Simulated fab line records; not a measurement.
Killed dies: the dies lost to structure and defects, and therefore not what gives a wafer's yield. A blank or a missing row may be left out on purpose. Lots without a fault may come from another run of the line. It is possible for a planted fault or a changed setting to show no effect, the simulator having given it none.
Which tool was responsible? / flow sky130 / route of 708 steps, sampled at 1 step: 11 lots, 33 wafers

== WHAT THE GAUGES READ, wafer by wafer ==
SKY_VIA3_CD_MEAS_12: target cd 200 nm.
lot=L439; measured=day 39 22:50; on=cd_sem-02; cd_nm (nm)=198.6 199.1 199.4
lot=L442; measured=day 40 10:51; on=cd_sem-01; cd_nm (nm)=198.8 198.8 200.1
lot=L444; measured=day 41 02:37; on=cd_sem-02; cd_nm (nm)=200.0 200.0 199.9
lot=L445; measured=day 41 07:50; on=cd_sem-01; cd_nm (nm)=199.1 198.8 199.6
lot=L447; measured=day 42 04:47; on=cd_sem-01; cd_nm (nm)=198.7 199.1 199.5
lot=L450; measured=day 43 20:56; on=cd_sem-02; cd_nm (nm)=198.0 198.6 199.6
lot=L452; measured=day 44 11:53; on=cd_sem-01; cd_nm (nm)=201.7 200.0 201.3
lot=L454; measured=day 44 14:18; on=cd_sem-02; cd_nm (nm)=199.2 198.5 198.4
lot=L459; measured=day 45 08:56; on=cd_sem-02; cd_nm (nm)=200.4 200.0 199.1
lot=L460; measured=day 45 11:30; on=cd_sem-02; cd_nm (nm)=199.6 201.5 201.3
lot=L462; measured=day 46 09:44; on=cd_sem-01; cd_nm (nm)=199.7 199.7 198.4

== EACH LOT AND THE TOOL THAT RAN IT (in order: tool; ch and the chambers of the sampled wafers; start) ==
There is no process step in the record ahead of these readings.

== THE ANSWER, worked out from the rows above alone ==
Rule: what is usual is taken from the lots themselves. Put in order of their means at a reading, lots are off if they are a third of the lots or fewer, leave a main group of 4 or more, and stand apart from it by a gap of 3 or more times the standard deviation of the main group's means; of several such gaps the widest counts. If all means in a main group match to the digits the tables above print for the reading, that group is not used. Also off: a lot with no number at a reading for which 4 or more lots have one. The other lots that the step has rows for count as sound.
None of the lots is off at any reading shown; this tells nothing.

== WHAT THE SIMULATOR HAD INSERTED ==
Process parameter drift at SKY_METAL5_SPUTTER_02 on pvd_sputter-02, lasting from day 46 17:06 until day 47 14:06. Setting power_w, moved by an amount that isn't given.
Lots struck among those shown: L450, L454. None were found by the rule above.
